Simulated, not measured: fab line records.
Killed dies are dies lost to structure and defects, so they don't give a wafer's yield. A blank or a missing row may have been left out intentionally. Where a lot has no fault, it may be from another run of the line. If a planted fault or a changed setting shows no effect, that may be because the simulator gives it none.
Which tool did it? -- flow sky130 -- 30 wafers from 10 lots sampled at 6 of the route's 708 steps

## WHAT EACH GAUGE READ, for each wafer
SKY_SPACER_THK_MEAS_01.
lot,measured,on,SPACER_CVD_00_THK (nm)
L936,day 23 21:42,film_metro-03,43.4 43.3 43.1
L937,day 24 17:06,film_metro-04,43.5 43.3 43.7
L938,day 24 17:02,film_metro-04,43.9 43.9 43.7
L941,day 25 04:06,film_metro-02,45.2 44.9 44.4
L942,day 25 14:47,film_metro-04,43.5 44.1 44.0
L943,day 26 02:55,film_metro-03,43.1 42.9 42.8
L947,day 27 20:43,film_metro-02,37.4 37.6 37.5
L949,day 28 16:36,film_metro-02,37.4 37.4 37.6
L957,day 31 01:42,film_metro-02,43.3 43.1 42.9
L958,day 31 06:33,film_metro-04,42.7 42.3 42.5

SKY_VIA1_RS_MEAS_22: measurement is done with a four-point probe.
lot,measured,on,VIA1_W_RS (ohm/sq)
L936,day 34 19:23,film_metro-01,0.425 0.419 0.424
L937,day 35 14:43,film_metro-04,0.419 0.425 0.423
L938,day 35 13:34,film_metro-01,0.421 0.425 0.423
L941,day 35 23:38,film_metro-01,0.417 0.419 0.416
L942,day 36 08:35,film_metro-04,0.422 0.422 0.419
L943,day 36 20:14,film_metro-01,0.435 0.429 0.431
L947,day 38 09:47,film_metro-02,0.428 0.434 0.433
L949,day 39 03:23,film_metro-01,0.428 0.425 0.433
L957,day 41 05:04,film_metro-04,0.427 0.436 0.422
L958,day 41 09:44,film_metro-04,0.425 0.427 0.431

## EACH LOT AND THE TOOL THAT RAN IT (in order: tool; ch and the chambers of the sampled wafers; start)
lot,SKY_SPACER_CVD_00,SKY_SPACER_ETCHBACK_02,SKY_VIA1_STRIP_16,SKY_VIA1_CVD_21
L936,"lpcvd-02 ch 1, day 23 20:29","rie_diel-01 ch 1,2,3, day 23 21:45","plasma_asher-01 ch 0,1, day 34 18:37","cvd_w-01 ch 0,1, day 34 19:16"
L937,"lpcvd-02 ch 0, day 24 15:50","rie_diel-03 ch 0,1,2, day 24 17:09","plasma_asher-03 ch 0,1, day 35 13:57","cvd_w-01 ch 0,1, day 35 14:36"
L938,"lpcvd-02 ch 1, day 24 15:50","rie_diel-03 ch 0,1,3, day 24 17:05","plasma_asher-03 ch 0,1, day 35 12:48","cvd_w-01 ch 0, day 35 13:27"
L941,"lpcvd-02 ch 0, day 25 02:53","rie_diel-01 ch 0,2,3, day 25 04:10","plasma_asher-03 ch 1, day 35 22:54","cvd_w-01 ch 0,1, day 35 23:33"
L942,"lpcvd-02 ch 1, day 25 13:34","rie_diel-01 ch 0,2, day 25 14:49","plasma_asher-01 ch 0,1, day 36 07:48","cvd_w-01 ch 0,1, day 36 08:29"
L943,"lpcvd-02 ch 0, day 26 01:07","rie_diel-03 ch 0,1, day 26 02:59","plasma_asher-03 ch 0,1, day 36 19:29","cvd_w-02 ch 0,1, day 36 20:08"
L947,"lpcvd-02 ch 0, day 27 19:29","rie_diel-03 ch 1,2,3, day 27 20:46","plasma_asher-02 ch 0,1, day 38 08:56","cvd_w-02 ch 1, day 38 09:37"
L949,"lpcvd-02 ch 1, day 28 15:24","rie_diel-03 ch 0,1,2, day 28 16:40","plasma_asher-02 ch 0,1, day 39 02:36","cvd_w-01 ch 0,1, day 39 03:17"
L957,"lpcvd-02 ch 1, day 31 00:29","rie_diel-01 ch 0,1,2, day 31 01:46","plasma_asher-02 ch 0,1, day 41 03:59","cvd_w-02 ch 0,1, day 41 04:59"
L958,"lpcvd-02 ch 1, day 31 04:45","rie_diel-02 ch 0,1,2, day 31 06:37","plasma_asher-02 ch 0,1, day 41 09:00","cvd_w-02 ch 0,1, day 41 09:39"
- SKY_SPACER_CVD_00: deposits Si3N4 from DCS/NH3, target thk 43.1 nm, time 740 s.
- SKY_SPACER_ETCHBACK_02: etches Si3N4 in CH3F/O2, stops on SiO2, time 46.7 s, target depth 45 nm.
- SKY_VIA1_STRIP_16: strips in O2/N2.
- SKY_VIA1_CVD_21: deposits W, target thk 270 nm, time 80.902 s.

## AS READ BY THE TOOLS THEMSELVES (means over the sampled wafers that have a number; for cases with no such wafer, the mark the record gives instead)
SKY_SPACER_CVD_00.
lot,tool,spike_tc_centre_C (C),spike_tc_lower_C (C),spike_tc_top_C (C),spike_tc_upper_C (C),susceptor_temp_C (C)
L936,lpcvd-02,770.8,770.4,787.1,768.3,769.8
L937,lpcvd-02,769.1,769.9,782.4,769.1,770.5
L938,lpcvd-02,770.8,769.4,787.5,768.9,769.8
L941,lpcvd-02,769.6,770.2,782.5,767.9,770.3
L942,lpcvd-02,769.4,769.8,788.2,768.8,769.5
L943,lpcvd-02,770.2,769.5,782.7,767.9,770.3
L947,lpcvd-02,761.5,761.3,775.0,761.7,770.2
L949,lpcvd-02,762.5,763.1,779.8,761.6,769.8
L957,lpcvd-02,770.8,769.9,787.3,769.7,769.9
L958,lpcvd-02,770.5,770.0,786.9,768.5,770.2

SKY_SPACER_ETCHBACK_02.
lot,tool,ch3f_flow_sccm (sccm),drypump_motor_current_A (A),oes_product_au (a.u.),throttle_valve_pct (%)
L936,rie_diel-01,40.11,5.2,0.854,10.569
L937,rie_diel-03,40.08,5.1,0.863,10.560
L938,rie_diel-03,40.09,5.3,0.858,10.566
L941,rie_diel-01,40.00,5.4,0.876,10.572
L942,rie_diel-01,40.06,5.0,0.863,10.561
L943,rie_diel-03,40.07,4.9,0.848,10.568
L947,rie_diel-03,39.96,5.3,0.797,10.547
L949,rie_diel-03,40.18,5.1,0.792,10.561
L957,rie_diel-01,40.04,5.2,0.853,10.555
L958,rie_diel-02,40.02,5.1,0.848,10.555

SKY_VIA1_STRIP_16.
lot,tool,drypump_motor_current_A (A),o2_flow_sccm (sccm),oes_product_au (a.u.),strip_time_to_endpoint_s (s)
L936,plasma_asher-01,5.5,3012,0.418,4.482
L937,plasma_asher-03,5.3,3005,0.411,4.462
L938,plasma_asher-03,5.7,2990,0.412,4.444
L941,plasma_asher-03,5.0,3002,0.419,4.447
L942,plasma_asher-01,5.2,3002,0.418,4.464
L943,plasma_asher-03,5.6,2993,0.412,4.453
L947,plasma_asher-02,5.6,2995,0.414,4.472
L949,plasma_asher-02,5.8,3003,0.413,4.469
L957,plasma_asher-02,5.8,2989,0.410,4.446
L958,plasma_asher-02,5.8,3007,0.416,4.436

SKY_VIA1_CVD_21.
lot,tool,heater_power_w (W),susceptor_temp_C (C)
L936,cvd_w-01,882,399.98
L937,cvd_w-01,890,400.08
L938,cvd_w-01,857,399.88
L941,cvd_w-01,886,400.11
L942,cvd_w-01,895,399.98
L943,cvd_w-02,789,399.78
L947,cvd_w-02,787,399.75
L949,cvd_w-01,867,399.89
L957,cvd_w-02,796,399.84
L958,cvd_w-02,744,400.17

## THE ANSWER, worked out from the rows above alone
Rule: usual is defined by the lots themselves. Put in order of their means at a reading, lots are off if they are a third of the lots or fewer, leave a main group of 4 or more, and stand apart from it by a gap of 3 or more times the standard deviation of the main group's means; of several such gaps the widest counts. Not used: any main group whose means are identical at the precision the tables above print for the reading. Also off: a lot with no number at a reading for which 4 or more lots have one. Any other lot the step has rows for is counted as sound. The gauges are gone through in route order, then the tools' own readings, and for those a lot's mean is taken as printed above. The first step at which some lot is off is used, and at that step the reading that is off furthest; a lot without a number counts as furthest.
Off: L947, L949, at SKY_SPACER_THK_MEAS_01 (SPACER_CVD_00_THK). The main group has a mean of 43.5 nm with a standard deviation of 0.67.
If a tool, at a process step before that reading, ran all the lots that are off and no sound lot after the first of them, it fits. The gauges at SKY_SPACER_THK_MEAS_01 aren't tried: what is off there is off at SKY_SPACER_CVD_00 too, on other tools, and a gauge's error can't cause that. Not one of the candidates tried fits.

## WHAT HAD BEEN PUT IN BY THE SIMULATOR
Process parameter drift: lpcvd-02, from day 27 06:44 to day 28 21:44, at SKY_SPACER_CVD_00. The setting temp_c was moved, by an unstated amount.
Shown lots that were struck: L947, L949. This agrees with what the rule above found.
